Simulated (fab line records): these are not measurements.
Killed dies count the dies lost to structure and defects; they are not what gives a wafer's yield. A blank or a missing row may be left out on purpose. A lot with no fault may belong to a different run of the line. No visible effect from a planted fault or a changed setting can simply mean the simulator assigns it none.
fab line records / flow sfqLine
record: lots: 6 wafers: 18 lastDay: 92
route steps=325 shown M1@62 I1@73
lots that met no fault: taken from a fault-free run of the same line
startH: start of the lot's first displayed wafer, in hours after the record's first day / waitH: how many hours have passed since the lot's step before this one / " repeats the value in the row above / L1.1+2: several wafers, shown together as one row / - either no value or no given start / * or withheld: withheld / < > ~ a bound
route shown NAME@n: names a module that has steps shown in the file, with the first one's number in the route / usual: the fault-free wafers' mean and standard deviation / same: alike in all rows / chamber/n: place in a boat / sites: readings site by site / _std_site: their standard deviation / _edge_site: outer sites' mean less inner sites' / radiusMm: for every site, how far away it sits from the centre of the wafer / mask NAME#n: copy n / behind: the last tool/chamber to shape the wafer / hold: why the lot went on hold/how many hours it stayed there/how the hold came to an end / device: names the non-switching transistor (n, p or np) / end of line: tests run on the same wafers once the route is complete / a step given without rows: its recipe and nothing more / killed: the dies lost at the first sort to structure and to defects; this is not the yield of the wafer / map: dies across one wafer; x = killed, . = not, _ = none there
set.NAME: the run value of the setting; set.NAME@STEP: its run value at that earlier step / model.NAME: the simulator's own value behind a step, which no gauge read
certain route steps with their lots: each step a table, each wafer a row
services: the hour from which a tool's chamber was out of use, counted from the record's first day as startH (under 0 if before that day), plus the number of hours and why
== steps ==
step: SFQ_TRILAYER_M1_LITHO_COAT_044
recipe: resist: BARC spinRpm: 2943 resistThkNm: 62
step: SFQ_TRILAYER_M1_LITHO_COAT_039
recipe: resist: KrF spinRpm: 3000 resistThkNm: 600
step: SFQ_TRILAYER_M1_LITHO_SOFTBAKE_043
recipe: tempC: withheld timeS: withheld resist: KrF
step: SFQ_TRILAYER_M1_LITHO_EXPOSE_040
recipe: maskId: M1 na: 0.6 sourceShape: conventional sigmaOuter: 0.65 targetCdNm: 500 doseMj: 14.4
step: SFQ_TRILAYER_M1_LITHO_PEB_042
recipe: pebTempC: 115 pebTimeS: 60 resist: KrF
step: SFQ_TRILAYER_M1_LITHO_DEVELOP_041
recipe: timeS: 60 resist: KrF
step: SFQ_M1_OVL_MEAS_911
usual: M1_OVL: 0/6.1
lot.wafer=L454.2 tool=overlay-02 chamber=- startH=512.76 waitH=0.1 M1_OVL[nm]=6
lot.wafer=L454.5 tool=overlay-02 chamber=- startH=512.76 waitH=0.1 M1_OVL[nm]=8
lot.wafer=L454.6 tool=overlay-02 chamber=- startH=512.76 waitH=0.1 M1_OVL[nm]=6
lot.wafer=L462.1 tool=overlay-02 chamber=- startH=625.17 waitH=0.1 M1_OVL[nm]=4
lot.wafer=L462.5 tool=overlay-02 chamber=- startH=625.17 waitH=0.1 M1_OVL[nm]=0
lot.wafer=L462.6 tool=overlay-02 chamber=- startH=625.17 waitH=0.1 M1_OVL[nm]=-4
lot.wafer=L464.1 tool=overlay-01 chamber=- startH=635.97 waitH=0.1 M1_OVL[nm]=2
lot.wafer=L464.3 tool=overlay-01 chamber=- startH=635.97 waitH=0.1 M1_OVL[nm]=-4
lot.wafer=L464.6 tool=overlay-01 chamber=- startH=635.97 waitH=0.1 M1_OVL[nm]=-1
lot.wafer=L470.3 tool=overlay-02 chamber=- startH=679.29 waitH=0.1 M1_OVL[nm]=-8
lot.wafer=L470.4 tool=overlay-02 chamber=- startH=679.29 waitH=0.1 M1_OVL[nm]=-6
lot.wafer=L470.5 tool=overlay-02 chamber=- startH=679.29 waitH=0.1 M1_OVL[nm]=-5
lot.wafer=L471.3 tool=overlay-01 chamber=- startH=695.26 waitH=0.1 M1_OVL[nm]=0
lot.wafer=L471.4 tool=overlay-01 chamber=- startH=695.26 waitH=0.1 M1_OVL[nm]=2
lot.wafer=L471.5 tool=overlay-01 chamber=- startH=695.26 waitH=0.1 M1_OVL[nm]=0
lot.wafer=L477.2 tool=overlay-02 chamber=- startH=732.98 waitH=0.1 M1_OVL[nm]=-10
lot.wafer=L477.3 tool=overlay-02 chamber=- startH=732.98 waitH=0.1 M1_OVL[nm]=-4
lot.wafer=L477.4 tool=overlay-02 chamber=- startH=732.98 waitH=0.1 M1_OVL[nm]=-9
step: SFQ_TRILAYER_M1_BARC_OPEN_METAL_ETCH_054
recipe: maskMaterial: PR chemistry: O2 targetDepthNm: 125 target: BARC icpW: 600 biasW: 80 pressureMtorr: 10 timeS: 41.7
usual: chamberPressureMTorr: 10.001/0.0094 drypumpMotorCurrentA: 5.5/0.45 oesProductAu: 0.688/0.0044
lot.wafer=L454.2 tool=rieMetal-02 chamber=0 startH=512.79 waitH=0.0 chamberPressureMTorr=10.000 drypumpMotorCurrentA=5.1 oesProductAu=0.690 rfHoursCounterH=12
lot.wafer=L454.5 tool=rieMetal-02 chamber=1 startH=512.79 waitH=0.0 chamberPressureMTorr=10.007 drypumpMotorCurrentA=5.4 oesProductAu=0.685 rfHoursCounterH=-
lot.wafer=L454.6 tool=rieMetal-02 chamber=0 startH=512.79 waitH=0.0 chamberPressureMTorr=9.995 drypumpMotorCurrentA=5.1 oesProductAu=0.692 rfHoursCounterH=-
lot.wafer=L462.1 tool=rieMetal-02 chamber=0 startH=625.21 waitH=0.0 chamberPressureMTorr=9.992 drypumpMotorCurrentA=5.1 oesProductAu=0.686 rfHoursCounterH=31
lot.wafer=L462.5 tool=rieMetal-02 chamber=0 startH=625.21 waitH=0.0 chamberPressureMTorr=9.988 drypumpMotorCurrentA=5.1 oesProductAu=0.694 rfHoursCounterH=-
lot.wafer=L462.6 tool=rieMetal-02 chamber=1 startH=625.21 waitH=0.0 chamberPressureMTorr=10.000 drypumpMotorCurrentA=5.4 oesProductAu=0.689 rfHoursCounterH=-
lot.wafer=L464.1 tool=rieMetal-02 chamber=1 startH=636.01 waitH=0.0 chamberPressureMTorr=10.009 drypumpMotorCurrentA=5.4 oesProductAu=0.689 rfHoursCounterH=8
lot.wafer=L464.3 tool=rieMetal-02 chamber=1 startH=636.01 waitH=0.0 chamberPressureMTorr=10.009 drypumpMotorCurrentA=5.4 oesProductAu=0.684 rfHoursCounterH=-
lot.wafer=L464.6 tool=rieMetal-02 chamber=1 startH=636.01 waitH=0.0 chamberPressureMTorr=10.014 drypumpMotorCurrentA=5.4 oesProductAu=0.689 rfHoursCounterH=-
lot.wafer=L470.3 tool=rieMetal-03 chamber=1 startH=679.33 waitH=0.0 chamberPressureMTorr=9.989 drypumpMotorCurrentA=6.3 oesProductAu=0.688 rfHoursCounterH=-
lot.wafer=L470.4 tool=rieMetal-03 chamber=0 startH=679.33 waitH=0.0 chamberPressureMTorr=10.004 drypumpMotorCurrentA=6.0 oesProductAu=0.691 rfHoursCounterH=-
lot.wafer=L470.5 tool=rieMetal-03 chamber=1 startH=679.33 waitH=0.0 chamberPressureMTorr=10.006 drypumpMotorCurrentA=6.4 oesProductAu=0.697 rfHoursCounterH=-
lot.wafer=L471.3 tool=rieMetal-02 chamber=1 startH=695.31 waitH=0.0 chamberPressureMTorr=9.996 drypumpMotorCurrentA=5.4 oesProductAu=0.691 rfHoursCounterH=-
lot.wafer=L471.4 tool=rieMetal-02 chamber=0 startH=695.31 waitH=0.0 chamberPressureMTorr=10.021 drypumpMotorCurrentA=5.1 oesProductAu=0.689 rfHoursCounterH=-
lot.wafer=L471.5 tool=rieMetal-02 chamber=0 startH=695.31 waitH=0.0 chamberPressureMTorr=10.001 drypumpMotorCurrentA=5.1 oesProductAu=0.681 rfHoursCounterH=-
lot.wafer=L477.2 tool=rieMetal-02 chamber=1 startH=733.01 waitH=0.0 chamberPressureMTorr=10.007 drypumpMotorCurrentA=5.4 oesProductAu=0.692 rfHoursCounterH=23
lot.wafer=L477.3 tool=rieMetal-02 chamber=0 startH=733.01 waitH=0.0 chamberPressureMTorr=9.993 drypumpMotorCurrentA=5.1 oesProductAu=0.680 rfHoursCounterH=-
lot.wafer=L477.4 tool=rieMetal-02 chamber=1 startH=733.01 waitH=0.0 chamberPressureMTorr=9.991 drypumpMotorCurrentA=5.4 oesProductAu=0.692 rfHoursCounterH=-
step: SFQ_TRILAYER_M1_ETCH_METAL_ETCH_042
recipe: target: Nb stopOn: SiO2 maskMaterial: PR chemistry: Cl2/Ar targetDepthNm: 240 icpW: 600 biasW: 80 pressureMtorr: 10 timeS: 120
usual: chamberPressureMTorr: 10.001/0.008 drypumpMotorCurrentA: 5.5/0.45 oesProductAu: 0.892/0.0078
lot.wafer=L454.2 tool=rieMetal-02 chamber=0 startH=512.85 waitH=0.0 chamberPressureMTorr=10.002 drypumpMotorCurrentA=5.1 oesProductAu=0.880 rfHoursCounterH=12
lot.wafer=L454.5 tool=rieMetal-02 chamber=1 startH=512.85 waitH=0.0 chamberPressureMTorr=10.004 drypumpMotorCurrentA=5.4 oesProductAu=0.888 rfHoursCounterH=-
lot.wafer=L454.6 tool=rieMetal-02 chamber=0 startH=512.85 waitH=0.0 chamberPressureMTorr=10.000 drypumpMotorCurrentA=5.0 oesProductAu=0.880 rfHoursCounterH=-
lot.wafer=L462.1 tool=rieMetal-02 chamber=0 startH=625.27 waitH=0.0 chamberPressureMTorr=9.991 drypumpMotorCurrentA=5.1 oesProductAu=0.886 rfHoursCounterH=31
lot.wafer=L462.5 tool=rieMetal-02 chamber=0 startH=625.27 waitH=0.0 chamberPressureMTorr=9.990 drypumpMotorCurrentA=5.1 oesProductAu=0.883 rfHoursCounterH=-
lot.wafer=L462.6 tool=rieMetal-02 chamber=1 startH=625.27 waitH=0.0 chamberPressureMTorr=10.025 drypumpMotorCurrentA=5.4 oesProductAu=0.891 rfHoursCounterH=-
lot.wafer=L464.1 tool=rieMetal-02 chamber=1 startH=636.07 waitH=0.0 chamberPressureMTorr=9.997 drypumpMotorCurrentA=5.4 oesProductAu=0.875 rfHoursCounterH=8
lot.wafer=L464.3 tool=rieMetal-02 chamber=1 startH=636.07 waitH=0.0 chamberPressureMTorr=10.000 drypumpMotorCurrentA=5.4 oesProductAu=0.888 rfHoursCounterH=-
lot.wafer=L464.6 tool=rieMetal-02 chamber=1 startH=636.07 waitH=0.0 chamberPressureMTorr=10.007 drypumpMotorCurrentA=5.4 oesProductAu=0.896 rfHoursCounterH=-
lot.wafer=L470.3 tool=rieMetal-03 chamber=1 startH=679.41 waitH=0.1 chamberPressureMTorr=9.999 drypumpMotorCurrentA=6.4 oesProductAu=0.890 rfHoursCounterH=-
lot.wafer=L470.4 tool=rieMetal-03 chamber=0 startH=679.41 waitH=0.1 chamberPressureMTorr=9.997 drypumpMotorCurrentA=6.0 oesProductAu=0.883 rfHoursCounterH=-
lot.wafer=L470.5 tool=rieMetal-03 chamber=1 startH=679.41 waitH=0.1 chamberPressureMTorr=9.988 drypumpMotorCurrentA=6.4 oesProductAu=0.887 rfHoursCounterH=-
lot.wafer=L471.3 tool=rieMetal-02 chamber=1 startH=695.39 waitH=0.1 chamberPressureMTorr=9.998 drypumpMotorCurrentA=5.4 oesProductAu=0.877 rfHoursCounterH=-
lot.wafer=L471.4 tool=rieMetal-02 chamber=0 startH=695.39 waitH=0.1 chamberPressureMTorr=9.996 drypumpMotorCurrentA=5.1 oesProductAu=0.891 rfHoursCounterH=-
lot.wafer=L471.5 tool=rieMetal-02 chamber=0 startH=695.39 waitH=0.1 chamberPressureMTorr=9.999 drypumpMotorCurrentA=5.1 oesProductAu=0.894 rfHoursCounterH=-
lot.wafer=L477.2 tool=rieMetal-02 chamber=1 startH=733.07 waitH=0.0 chamberPressureMTorr=9.993 drypumpMotorCurrentA=5.4 oesProductAu=0.894 rfHoursCounterH=23
lot.wafer=L477.3 tool=rieMetal-02 chamber=0 startH=733.07 waitH=0.0 chamberPressureMTorr=9.995 drypumpMotorCurrentA=5.1 oesProductAu=0.885 rfHoursCounterH=-
lot.wafer=L477.4 tool=rieMetal-02 chamber=1 startH=733.07 waitH=0.0 chamberPressureMTorr=10.016 drypumpMotorCurrentA=5.4 oesProductAu=0.889 rfHoursCounterH=-
step: SFQ_TRILAYER_M1_STRIP_STRIP_043
recipe: gas: O2 powerW: 200 platenTempC: 40 overashFraction: 0.65 chemistry: O2 pressureMtorr: 50
usual: chamberPressureMTorr: 50.00/0.046 drypumpMotorCurrentA: 5.5/0.45 oesProductAu: 0.996/0.01
lot.wafer=L454.2 tool=rieMetal-02 chamber=0 startH=512.98 waitH=0.1 chamberPressureMTorr=50.03 drypumpMotorCurrentA=5.0 oesProductAu=0.990 rfHoursCounterH=12
lot.wafer=L454.5 tool=rieMetal-02 chamber=1 startH=512.98 waitH=0.1 chamberPressureMTorr=50.02 drypumpMotorCurrentA=5.4 oesProductAu=0.993 rfHoursCounterH=-
lot.wafer=L454.6 tool=rieMetal-02 chamber=0 startH=512.98 waitH=0.1 chamberPressureMTorr=49.93 drypumpMotorCurrentA=5.1 oesProductAu=0.996 rfHoursCounterH=-
lot.wafer=L462.1 tool=rieMetal-02 chamber=0 startH=625.39 waitH=0.1 chamberPressureMTorr=49.94 drypumpMotorCurrentA=5.1 oesProductAu=0.980 rfHoursCounterH=31
lot.wafer=L462.5 tool=rieMetal-02 chamber=0 startH=625.39 waitH=0.1 chamberPressureMTorr=50.07 drypumpMotorCurrentA=5.1 oesProductAu=0.972 rfHoursCounterH=-
lot.wafer=L462.6 tool=rieMetal-02 chamber=1 startH=625.39 waitH=0.1 chamberPressureMTorr=49.95 drypumpMotorCurrentA=5.4 oesProductAu=0.991 rfHoursCounterH=-
lot.wafer=L464.1 tool=rieMetal-02 chamber=1 startH=636.19 waitH=0.1 chamberPressureMTorr=49.98 drypumpMotorCurrentA=5.4 oesProductAu=0.983 rfHoursCounterH=9
lot.wafer=L464.3 tool=rieMetal-02 chamber=1 startH=636.19 waitH=0.1 chamberPressureMTorr=50.05 drypumpMotorCurrentA=5.3 oesProductAu=0.983 rfHoursCounterH=-
lot.wafer=L464.6 tool=rieMetal-02 chamber=1 startH=636.19 waitH=0.1 chamberPressureMTorr=49.96 drypumpMotorCurrentA=5.4 oesProductAu=0.991 rfHoursCounterH=-
lot.wafer=L470.3 tool=rieMetal-03 chamber=1 startH=679.70 waitH=0.2 chamberPressureMTorr=50.05 drypumpMotorCurrentA=6.4 oesProductAu=1.005 rfHoursCounterH=-
lot.wafer=L470.4 tool=rieMetal-03 chamber=0 startH=679.70 waitH=0.2 chamberPressureMTorr=49.98 drypumpMotorCurrentA=6.0 oesProductAu=1.016 rfHoursCounterH=-
lot.wafer=L470.5 tool=rieMetal-03 chamber=1 startH=679.70 waitH=0.2 chamberPressureMTorr=50.02 drypumpMotorCurrentA=6.4 oesProductAu=0.995 rfHoursCounterH=-
lot.wafer=L471.3 tool=rieMetal-02 chamber=1 startH=695.67 waitH=0.2 chamberPressureMTorr=50.08 drypumpMotorCurrentA=5.4 oesProductAu=1.004 rfHoursCounterH=-
lot.wafer=L471.4 tool=rieMetal-02 chamber=0 startH=695.67 waitH=0.2 chamberPressureMTorr=49.99 drypumpMotorCurrentA=5.1 oesProductAu=1.005 rfHoursCounterH=-
lot.wafer=L471.5 tool=rieMetal-02 chamber=0 startH=695.67 waitH=0.2 chamberPressureMTorr=50.03 drypumpMotorCurrentA=5.1 oesProductAu=1.000 rfHoursCounterH=-
lot.wafer=L477.2 tool=rieMetal-02 chamber=1 startH=733.19 waitH=0.1 chamberPressureMTorr=49.98 drypumpMotorCurrentA=5.4 oesProductAu=0.992 rfHoursCounterH=23
lot.wafer=L477.3 tool=rieMetal-02 chamber=0 startH=733.19 waitH=0.1 chamberPressureMTorr=49.97 drypumpMotorCurrentA=5.1 oesProductAu=1.003 rfHoursCounterH=-
lot.wafer=L477.4 tool=rieMetal-02 chamber=1 startH=733.19 waitH=0.1 chamberPressureMTorr=49.94 drypumpMotorCurrentA=5.4 oesProductAu=0.988 rfHoursCounterH=-
step: SFQ_TRILAYER_M1_STRIP_SOLV_CLEAN_044
recipe: chemistry: NMP tempC: 70 timeS: 600
step: SFQ_TRILAYER_I1_DEP_PECVD_045
recipe: material: SiO2 tempC: 150 timeS: 111.11 pressureTorr: 2.4 rfW: 183.3 precursor: SiH4/N2O targetThkNm: 500
usual: chamberPressureTorr: 2.400/0.0052 heaterPowerOuterW: 31/6.9 heaterPowerW: 85/8.7 rfFwdPowerW: 182.0/0.68 showerheadVppV: 813/46 throttleValvePct: 24.1/1.1
lot.wafer=L454.2 tool=pecvd-01 chamber=1 startH=513.75 waitH=0.0 chamberPressureTorr=2.404 heaterPowerOuterW=28 heaterPowerW=77 rfFwdPowerW=181.9 showerheadVppV=825 throttleValvePct=24.0 model.SiO2_of_TRILAYER_I1_DEP_PECVD_045.thkNm=492.3
lot.wafer=L454.5 tool=pecvd-01 chamber=0 startH=513.75 waitH=0.0 chamberPressureTorr=2.392 heaterPowerOuterW=23 heaterPowerW=78 rfFwdPowerW=181.6 showerheadVppV=794 throttleValvePct=24.6 model.SiO2_of_TRILAYER_I1_DEP_PECVD_045.thkNm=499.4
lot.wafer=L454.6 tool=pecvd-01 chamber=1 startH=513.75 waitH=0.0 chamberPressureTorr=2.402 heaterPowerOuterW=30 heaterPowerW=77 rfFwdPowerW=182.4 showerheadVppV=838 throttleValvePct=24.2 model.SiO2_of_TRILAYER_I1_DEP_PECVD_045.thkNm=498.7
lot.wafer=L462.1 tool=pecvd-03 chamber=0 startH=626.17 waitH=0.0 chamberPressureTorr=2.396 heaterPowerOuterW=18 heaterPowerW=68 rfFwdPowerW=181.6 showerheadVppV=759 throttleValvePct=22.3 model.SiO2_of_TRILAYER_I1_DEP_PECVD_045.thkNm=492.9
lot.wafer=L462.5 tool=pecvd-03 chamber=2 startH=626.17 waitH=0.0 chamberPressureTorr=2.399 heaterPowerOuterW=28 heaterPowerW=94 rfFwdPowerW=182.4 showerheadVppV=828 throttleValvePct=25.0 model.SiO2_of_TRILAYER_I1_DEP_PECVD_045.thkNm=503.6
lot.wafer=L462.6 tool=pecvd-03 chamber=1 startH=626.17 waitH=0.0 chamberPressureTorr=2.411 heaterPowerOuterW=42 heaterPowerW=92 rfFwdPowerW=182.3 showerheadVppV=798 throttleValvePct=24.7 model.SiO2_of_TRILAYER_I1_DEP_PECVD_045.thkNm=498.8
lot.wafer=L464.1 tool=pecvd-03 chamber=0 startH=636.97 waitH=0.0 chamberPressureTorr=2.404 heaterPowerOuterW=25 heaterPowerW=76 rfFwdPowerW=182.0 showerheadVppV=764 throttleValvePct=22.4 model.SiO2_of_TRILAYER_I1_DEP_PECVD_045.thkNm=495.3
lot.wafer=L464.3 tool=pecvd-03 chamber=2 startH=636.97 waitH=0.0 chamberPressureTorr=2.398 heaterPowerOuterW=24 heaterPowerW=84 rfFwdPowerW=183.7 showerheadVppV=837 throttleValvePct=25.0 model.SiO2_of_TRILAYER_I1_DEP_PECVD_045.thkNm=490.4
lot.wafer=L464.6 tool=pecvd-03 chamber=0 startH=636.97 waitH=0.0 chamberPressureTorr=2.399 heaterPowerOuterW=27 heaterPowerW=80 rfFwdPowerW=181.4 showerheadVppV=763 throttleValvePct=22.2 model.SiO2_of_TRILAYER_I1_DEP_PECVD_045.thkNm=506.2
lot.wafer=L470.3 tool=pecvd-03 chamber=2 startH=680.27 waitH=0.0 chamberPressureTorr=2.404 heaterPowerOuterW=23 heaterPowerW=84 rfFwdPowerW=211.4 showerheadVppV=886 throttleValvePct=25.0 model.SiO2_of_TRILAYER_I1_DEP_PECVD_045.thkNm=512.5
lot.wafer=L470.4 tool=pecvd-03 chamber=1 startH=680.27 waitH=0.0 chamberPressureTorr=2.403 heaterPowerOuterW=39 heaterPowerW=87 rfFwdPowerW=182.2 showerheadVppV=799 throttleValvePct=25.0 model.SiO2_of_TRILAYER_I1_DEP_PECVD_045.thkNm=505.1
lot.wafer=L470.5 tool=pecvd-03 chamber=2 startH=680.27 waitH=0.0 chamberPressureTorr=2.398 heaterPowerOuterW=25 heaterPowerW=86 rfFwdPowerW=211.6 showerheadVppV=877 throttleValvePct=25.2 model.SiO2_of_TRILAYER_I1_DEP_PECVD_045.thkNm=524.7
lot.wafer=L471.3 tool=pecvd-03 chamber=2 startH=696.25 waitH=0.0 chamberPressureTorr=2.398 heaterPowerOuterW=18 heaterPowerW=80 rfFwdPowerW=212.8 showerheadVppV=891 throttleValvePct=25.1 model.SiO2_of_TRILAYER_I1_DEP_PECVD_045.thkNm=518.2
lot.wafer=L471.4 tool=pecvd-03 chamber=1 startH=696.25 waitH=0.0 chamberPressureTorr=2.387 heaterPowerOuterW=43 heaterPowerW=92 rfFwdPowerW=182.7 showerheadVppV=786 throttleValvePct=25.2 model.SiO2_of_TRILAYER_I1_DEP_PECVD_045.thkNm=507.3
lot.wafer=L471.5 tool=pecvd-03 chamber=2 startH=696.25 waitH=0.0 chamberPressureTorr=2.401 heaterPowerOuterW=21 heaterPowerW=80 rfFwdPowerW=211.7 showerheadVppV=887 throttleValvePct=25.1 model.SiO2_of_TRILAYER_I1_DEP_PECVD_045.thkNm=528.1
lot.wafer=L477.2 tool=pecvd-02 chamber=0 startH=733.97 waitH=0.0 chamberPressureTorr=2.398 heaterPowerOuterW=31 heaterPowerW=85 rfFwdPowerW=182.0 showerheadVppV=889 throttleValvePct=25.5 model.SiO2_of_TRILAYER_I1_DEP_PECVD_045.thkNm=494.5
lot.wafer=L477.3 tool=pecvd-02 chamber=2 startH=733.97 waitH=0.0 chamberPressureTorr=2.413 heaterPowerOuterW=29 heaterPowerW=83 rfFwdPowerW=181.6 showerheadVppV=831 throttleValvePct=23.6 model.SiO2_of_TRILAYER_I1_DEP_PECVD_045.thkNm=492.3
lot.wafer=L477.4 tool=pecvd-02 chamber=0 startH=733.97 waitH=0.0 chamberPressureTorr=2.400 heaterPowerOuterW=34 heaterPowerW=89 rfFwdPowerW=182.6 showerheadVppV=891 throttleValvePct=26.0 model.SiO2_of_TRILAYER_I1_DEP_PECVD_045.thkNm=501.6
step: SFQ_TRILAYER_I1_CMP_CMP_046
recipe: material: SiO2 downForcePsi: 3 platenRpm: 60 padVelocityMS: 0.94248
usual: edgeZonePressureFrac: 0.999/0.0049 motorCurrentA: 9.8/0.87 platenRpm: 60.01/0.036 timeToEndpointS: 212/8.6
lot.wafer=L454.2 tool=cmp-02 chamber=3 startH=513.83 waitH=0.0 edgeZonePressureFrac=0.998 motorCurrentA=9.6 platenRpm=60.04 timeToEndpointS=206
lot.wafer=L454.6 tool=cmp-02 chamber=3 startH=515.83 waitH=2.0 edgeZonePressureFrac=0.998 motorCurrentA=10.1 platenRpm=59.94 timeToEndpointS=210
lot.wafer=L454.5 tool=cmp-02 chamber=0 startH=515.83 waitH=2.0 edgeZonePressureFrac=1.004 motorCurrentA=10.2 platenRpm=60.00 timeToEndpointS=205
lot.wafer=L462.1 tool=cmp-01 chamber=1 startH=627.93 waitH=1.7 edgeZonePressureFrac=1.000 motorCurrentA=10.1 platenRpm=59.96 timeToEndpointS=205
lot.wafer=L462.6 tool=cmp-01 chamber=1 startH=629.93 waitH=3.7 edgeZonePressureFrac=1.004 motorCurrentA=10.2 platenRpm=60.02 timeToEndpointS=205
lot.wafer=L462.5 tool=cmp-01 chamber=2 startH=629.93 waitH=3.7 edgeZonePressureFrac=1.000 motorCurrentA=10.0 platenRpm=59.98 timeToEndpointS=206
lot.wafer=L464.3 tool=cmp-02 chamber=0 startH=638.82 waitH=1.8 edgeZonePressureFrac=1.004 motorCurrentA=10.2 platenRpm=59.95 timeToEndpointS=194
lot.wafer=L464.1 tool=cmp-02 chamber=2 startH=639.82 waitH=2.8 edgeZonePressureFrac=1.001 motorCurrentA=10.9 platenRpm=59.99 timeToEndpointS=208
lot.wafer=L464.6 tool=cmp-02 chamber=0 startH=640.82 waitH=3.8 edgeZonePressureFrac=1.005 motorCurrentA=10.6 platenRpm=60.03 timeToEndpointS=210
lot.wafer=L470.4 tool=cmp-01 chamber=2 startH=682.65 waitH=2.3 edgeZonePressureFrac=0.997 motorCurrentA=10.2 platenRpm=60.00 timeToEndpointS=210
lot.wafer=L470.3 tool=cmp-01 chamber=3 startH=682.65 waitH=2.3 edgeZonePressureFrac=1.007 motorCurrentA=11.1 platenRpm=59.96 timeToEndpointS=224
lot.wafer=L470.5 tool=cmp-01 chamber=1 startH=684.15 waitH=3.8 edgeZonePressureFrac=1.007 motorCurrentA=10.7 platenRpm=59.98 timeToEndpointS=228
lot.wafer=L471.3 tool=cmp-02 chamber=1 startH=697.33 waitH=1.0 edgeZonePressureFrac=0.991 motorCurrentA=8.5 platenRpm=59.99 timeToEndpointS=244
lot.wafer=L471.4 tool=cmp-02 chamber=2 startH=697.33 waitH=1.0 edgeZonePressureFrac=1.002 motorCurrentA=10.7 platenRpm=59.97 timeToEndpointS=226
lot.wafer=L471.5 tool=cmp-02 chamber=0 startH=698.83 waitH=2.5 edgeZonePressureFrac=1.005 motorCurrentA=10.0 platenRpm=59.97 timeToEndpointS=227
lot.wafer=L477.4 tool=cmp-01 chamber=0 startH=753.14 waitH=19.1 edgeZonePressureFrac=1.002 motorCurrentA=8.7 platenRpm=60.01 timeToEndpointS=223
lot.wafer=L477.3 tool=cmp-01 chamber=1 startH=753.14 waitH=19.1 edgeZonePressureFrac=1.004 motorCurrentA=9.8 platenRpm=59.98 timeToEndpointS=211
lot.wafer=L477.2 tool=cmp-01 chamber=3 startH=754.64 waitH=20.6 edgeZonePressureFrac=1.005 motorCurrentA=11.0 platenRpm=60.04 timeToEndpointS=205
== services ==
tool=pecvd-03 chamber=1 startH=491.45 hours=4.6 kind=repair
tool=pecvd-01 chamber=0 startH=506.51 hours=6.1 kind=repair
tool=pecvd-03 chamber=1 startH=524.95 hours=15.6 kind=repair
tool=pecvd-03 chamber=0 startH=536.65 hours=2.0 kind=repair
tool=pecvd-03 chamber=- startH=546.85 hours=0.3 kind=repair
tool=rieMetal-02 chamber=1 startH=558.27 hours=- kind=clean
tool=rieMetal-02 chamber=1 startH=558.27 hours=21.7 kind=scheduledDown
tool=cmp-01 chamber=- startH=560.20 hours=4.6 kind=pm
tool=cmp-01 chamber=- startH=574.68 hours=4.0 kind=pm
tool=cmp-02 chamber=- startH=582.03 hours=1.2 kind=repair
tool=pecvd-03 chamber=- startH=601.71 hours=0.7 kind=repair
tool=pecvd-02 chamber=2 startH=613.01 hours=8.9 kind=repair
tool=pecvd-01 chamber=- startH=621.74 hours=1.1 kind=repair
tool=pecvd-03 chamber=0 startH=629.71 hours=4.6 kind=repair
tool=pecvd-03 chamber=1 startH=654.27 hours=4.9 kind=repair
tool=cmp-01 chamber=- startH=656.28 hours=2.7 kind=repair
tool=cmp-02 chamber=- startH=692.58 hours=1.2 kind=repair
tool=cmp-01 chamber=- startH=700.61 hours=1.8 kind=repair
tool=cmp-01 chamber=- startH=707.53 hours=2.3 kind=repair
tool=cmp-01 chamber=- startH=723.91 hours=5.2 kind=repair
tool=rieMetal-03 chamber=- startH=725.20 hours=2.8 kind=pm
tool=rieMetal-03 chamber=- startH=739.99 hours=1.6 kind=repair
tool=pecvd-02 chamber=- startH=746.44 hours=2.8 kind=pm
tool=cmp-02 chamber=- startH=749.25 hours=4.0 kind=pm
== key ==
firstSign: step: SFQ_TRILAYER_I1_DEP_PECVD_045 reading: rfFwdPowerW direction: up sigmas: 44 usual: 182.0 struck: 211.9
effect none on later readings
modelEffect: step: SFQ_TRILAYER_I1_DEP_PECVD_045 value: SiO2_of_TRILAYER_I1_DEP_PECVD_045.thkNm without: 498.1 struck: 520.9
metAt SFQ_TRILAYER_I1_DEP_PECVD_045
struckWafers L470.3,L470.5,L471.3,L471.5
onsetBetween 636.97 680.27
fault: kind: processParameterDrift tool: pecvd-03 chamber: 2 onsetH: 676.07 steps: SFQ_TRILAYER_I1_DEP_PECVD_045 channel: rfW offset: 29.328 shape: step endH: 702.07 actsIn: theseRecipesOnly stated: 183.3
